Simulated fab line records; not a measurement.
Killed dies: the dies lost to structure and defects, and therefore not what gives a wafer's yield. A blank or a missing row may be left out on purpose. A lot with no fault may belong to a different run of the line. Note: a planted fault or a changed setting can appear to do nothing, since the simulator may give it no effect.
Check for tools in common | flow sky130 | 39 wafers sampled across 11 lots

== THE REASON FOR OPENING IT ==
Of 11 lots, 2 have the reading CONTACT_HDPCVD_THK flagged at SKY_CONTACT_THK_MEAS_03. Wafers without a fault read 566 nm, standard deviation 4.3.
Rule: a lot is flagged in two cases, either no wafer of it has a number, or all its wafers with numbers fall more than 4 standard deviations from that mean. As for the other lots, they are considered sound.

lot  | measured     | on            | CONTACT_HDPCVD_THK (nm), wafer by wafer | flag
L731 | day 31 04:50 | film metro-03 | 569 562 558                             |
L732 | day 31 09:40 | film metro-01 | 568 566 564                             |
L735 | day 32 05:29 | film metro-02 | 565 565 572                             |
L737 | day 33 07:06 | film metro-02 | 562 564 570                             |
L739 | day 33 23:56 | film metro-03 | 566 559 563                             |
L740 | day 34 08:44 | film metro-01 | 573 574 576                             |
L741 | day 34 10:36 | film metro-02 | 497 495 497 496 496 496                 | FLAGGED
L743 | day 35 01:26 | film metro-02 | 495 497 498 495 497 498                 | FLAGGED
L750 | day 36 23:36 | film metro-03 | 559 569 559                             |
L751 | day 37 09:04 | film metro-02 | 569 564 566                             |
L752 | day 37 15:01 | film metro-02 | 564 569 562                             |
Average over the flagged lots: 496 nm; offset from the usual -70 nm, equal to -16 standard deviations.

== WHICH TOOL EACH LOT WENT THROUGH ==
The record holds 2 process steps before the reading, out of a route of 708 steps. Read each cell as the tool, then ch plus the chambers that the sampled wafers visited, then the start.
lot  | flag    | SKY_LOCAL_INTERCONNECT_METAL_ETCH_14 | SKY_CONTACT_HDPCVD_02
L731 |         | rie metal-04 ch 0,1, day 31 04:02    | hdpcvd-01 ch 0,2, day 31 04:47
L732 |         | rie metal-03 ch 0,1, day 31 08:51    | hdpcvd-01 ch 0,1, day 31 09:35
L735 |         | rie metal-02 ch 0,1, day 32 04:37    | hdpcvd-01 ch 0,2, day 32 05:23
L737 |         | rie metal-02 ch 0,1, day 33 06:18    | hdpcvd-01 ch 0,1,2, day 33 07:02
L739 |         | rie metal-04 ch 0,1, day 33 23:07    | hdpcvd-02 ch 0,1,2, day 33 23:52
L740 |         | rie metal-03 ch 0,1, day 34 07:53    | hdpcvd-01 ch 0,1,2, day 34 08:40
L741 | FLAGGED | rie metal-02 ch 0,1, day 34 09:48    | hdpcvd-01 ch 0,1, day 34 10:32
L743 | FLAGGED | rie metal-04 ch 0,1, day 35 00:38    | hdpcvd-01 ch 1,2, day 35 01:23
L750 |         | rie metal-02 ch 0,1, day 36 22:46    | hdpcvd-02 ch 0,1,2, day 36 23:32
L751 |         | rie metal-03 ch 0, day 37 08:14      | hdpcvd-01 ch 0,1,2, day 37 08:59
L752 |         | rie metal-04 ch 0,1, day 37 14:11    | hdpcvd-02 ch 1,2, day 37 14:56
What these steps do:
- SKY_LOCAL_INTERCONNECT_METAL_ETCH_14: etches TiN in Cl2/BCl3, stops on PSG, target depth 110 nm, time 31.4 s.
- SKY_CONTACT_HDPCVD_02: deposits SiO2, target thk 565 nm, time 94.2 s.
- SKY_CONTACT_THK_MEAS_03

== FLAGGED AGAINST TOTAL, ONE TOOL AT A TIME (gauges that did the reading follow at the end) ==
step                                 | tool          | lots run | flagged | share of the flagged lots | sound lots run after its first flagged lot
SKY_LOCAL_INTERCONNECT_METAL_ETCH_14 | rie metal-02  | 4        | 1       | some                      | 1 (L750)
SKY_LOCAL_INTERCONNECT_METAL_ETCH_14 | rie metal-03  | 3        | 0       | none                      | -
SKY_LOCAL_INTERCONNECT_METAL_ETCH_14 | rie metal-04  | 4        | 1       | some                      | 1 (L752)
SKY_CONTACT_HDPCVD_02                | hdpcvd-01     | 8        | 2       | all                       | 1 (L751)
SKY_CONTACT_HDPCVD_02                | hdpcvd-02     | 3        | 0       | none                      | -
SKY_CONTACT_THK_MEAS_03              | film metro-01 | 2        | 0       | none                      | -
SKY_CONTACT_THK_MEAS_03              | film metro-02 | 6        | 2       | all                       | 2 (L751,L752)
SKY_CONTACT_THK_MEAS_03              | film metro-03 | 3        | 0       | none                      | -

== WHAT THE TABLE PERMITS ==
2 rows of the table ran every flagged lot: hdpcvd-01 at SKY_CONTACT_HDPCVD_02, film metro-02 at SKY_CONTACT_THK_MEAS_03.
- hdpcvd-01 at SKY_CONTACT_HDPCVD_02: 2 of its 8 lots flagged. Lots that were sound ran on it after the first flagged one (L751); a persistent fault on the entire tool would not allow that. Its own readings (run length s) fall more than 4 standard deviations out on all wafers of the flagged lots.
- film metro-02 at SKY_CONTACT_THK_MEAS_03: 2 of its 6 lots flagged. Lots that were sound ran on it after the first flagged one (L751, L752); a persistent fault on the entire tool would not allow that.
None of the table's rows ran every flagged lot and, after the first, no sound lot.

== WHAT WAS PUT IN BY THE SIMULATOR ==
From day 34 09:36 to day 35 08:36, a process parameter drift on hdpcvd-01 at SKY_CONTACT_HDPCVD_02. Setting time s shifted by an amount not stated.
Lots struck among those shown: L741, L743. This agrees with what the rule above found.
